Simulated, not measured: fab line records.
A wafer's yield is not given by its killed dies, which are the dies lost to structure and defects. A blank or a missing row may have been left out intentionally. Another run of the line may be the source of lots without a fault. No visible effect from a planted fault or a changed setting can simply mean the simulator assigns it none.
What tool caused it? + flow gf180mcu + Sampling: 7 lots, 21 wafers, 2 of 602 route steps

== WHAT EACH GAUGE READ, for each wafer ==
GF_VT_IMPLANT_TW_MEAS_43.
| lot  | measured     | on            | VT_IMPLANT_4_TW |
|------|--------------|---------------|-----------------|
| L902 | day 8 01:30  | film_metro-01 | 693 690 689     |
| L904 | day 8 17:05  | film_metro-02 | 695 696 697     |
| L906 | day 9 07:28  | film_metro-03 | 682 684 686     |
| L908 | day 9 19:32  | film_metro-01 | 694 691 693     |
| L914 | day 11 10:26 | film_metro-01 | 722 720 725     |
| L919 | day 12 21:18 | film_metro-03 | 683 684 686     |
| L922 | day 13 17:41 | film_metro-02 | 695 695 696     |

== WHICH TOOL RAN EACH LOT (tool, then ch and the chambers of the sampled wafers, then the start) ==
| lot  | GF_VT_IMPLANT_IMPLANT_41        |
|------|---------------------------------|
| L902 | implanter-04 ch 0, day 8 01:15  |
| L904 | implanter-04 ch 0, day 8 16:50  |
| L906 | implanter-02 ch 0, day 9 07:13  |
| L908 | implanter-02 ch 0, day 9 19:18  |
| L914 | implanter-02 ch 0, day 11 10:11 |
| L919 | implanter-01 ch 0, day 12 21:04 |
| L922 | implanter-01 ch 0, day 13 17:28 |
- GF_VT_IMPLANT_IMPLANT_41

== THE ANSWER, worked out from the rows above alone ==
Rule: usual is defined by the lots themselves. The widest of any qualifying gaps counts: lots, ordered by their means at a reading, are off when they make up no more than a third of the lots, leave a main group of 4 or more, and stand apart from it by 3 or more times the standard deviation of that group's means. If all means in a main group match to the digits the tables above print for the reading, that group is not used. Also off: a lot with no number at a reading for which 4 or more lots have one. All remaining lots with rows at the step are treated as sound.
Off: L914, seen at GF_VT_IMPLANT_TW_MEAS_43 (VT_IMPLANT_4_TW). For the main group the mean is 690 and the standard deviation 4.8.
A tool fits if, at a process step before that reading, it ran every lot that is off, and no sound lot after the first of them. The gauges at GF_VT_IMPLANT_TW_MEAS_43 are tried like those tools. This does not decide it: 2 tools fit, namely implanter-02 at GF_VT_IMPLANT_IMPLANT_41 and film_metro-01 at GF_VT_IMPLANT_TW_MEAS_43.

== WHAT THE SIMULATOR HAD INSERTED ==
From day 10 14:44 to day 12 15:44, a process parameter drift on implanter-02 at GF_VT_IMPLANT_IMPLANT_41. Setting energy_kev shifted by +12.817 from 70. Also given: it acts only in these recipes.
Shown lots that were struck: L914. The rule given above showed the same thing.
